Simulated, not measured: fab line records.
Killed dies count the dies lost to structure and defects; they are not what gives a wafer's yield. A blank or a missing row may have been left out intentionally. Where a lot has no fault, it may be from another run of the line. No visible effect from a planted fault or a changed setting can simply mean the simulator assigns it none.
Code-filled problem report in 8D (eight disciplines) form    flow gf180mcu    the parts of the form that need people (team, actions taken, sign-off) are left out

1. WHAT WENT WRONG
Wafers without a fault read 4000.0 W, standard deviation 0.68; cathode dc power W at GF_V3_SPUTTER_22 reads a mean of 3137.7 W on 6 wafers belonging to 2 lots. So: -99 or more standard deviations from the usual mean.
The step: material TiN, target thk 10 nm, time 40 s.
First observed at day 26 12:50: wafer L329.1, on pvd sputter-01. At this step, 36 wafers from 12 lots have a number in the record. The rule behind "out" and "out of limits": a value lying over 4 standard deviations away from the usual mean. All remaining wafers that have a number are taken as sound.

2. WHAT IT IS; WHAT IT IS NOT
question                     is                      is not
which readings at this step  cathode dc power W      chamber pressure pa, throttle valve pct
which lots                   L329, L331              L320, L321, L323, L324, L325, L337, L338, L339, L340, L341
which wafers of those lots   all that have a number  -
read on which tools          pvd sputter-01          pvd sputter-03, pvd sputter-04
when                         from day 26 12:50       up to then (15 sound wafers); but 15 sound wafers of L337, L338, L339, L340, L341 came after

3. SUSPECTS, AND WHAT RULES EACH OUT
Counting: any tool at a process step up to the reading is kept as a suspect provided that every lot that is out went through it and no sound lot did after the first of them.
- rie diel-02 at GF_V3_ETCH_16 (etches BARC in N2/H2): ruled out as a lasting fault. Sound lots L337, L338, L340 ran on it after its first lot that is out, L329 (day 26 12:02).
- pvd sputter-01 at GF_V3_SPUTTER_22 (material TiN, target thk 10 nm, time 40 s): kept. All lots that are out passed through it, beginning with L329 at day 26 12:50, and no sound lot followed; its final sound lot before that point was L325 at day 25 07:32. On those wafers its own readings are out: cathode dc power W.
The count leaves pvd sputter-01 at GF_V3_SPUTTER_22.

4. THE CAUSE (what the simulator had put in)
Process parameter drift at GF_V3_SPUTTER_22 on pvd sputter-01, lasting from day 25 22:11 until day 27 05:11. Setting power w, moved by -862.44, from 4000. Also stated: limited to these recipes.
Only this tool survived the counting.

5. THE EFFECT CHAIN, in route order
One row per reading whose mean, taken over the struck wafers that have a number, lies over 3 standard deviations from the usual. Only readings whose record carries a usual standard deviation are examined. hours: median over the lots of the time between each lot's start at the first step of this table that gives one and its start at this step. sigmas: the change, counted in usual standard deviations.
hours  step              reading             usual     on struck wafers  change  sigmas
0      GF_V3_SPUTTER_22  cathode dc power W  4000.0 W  3137.7            -862.3  -99 or more
It contains these process steps:
- GF_V3_SPUTTER_22: material TiN, target thk 10 nm, time 40 s.

6. HOW IT WOULD HAVE BEEN CAUGHT EARLIER
15 hours passed between the start of the fault at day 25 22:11 and the first reading out of limits in this record, taken at day 26 12:50.
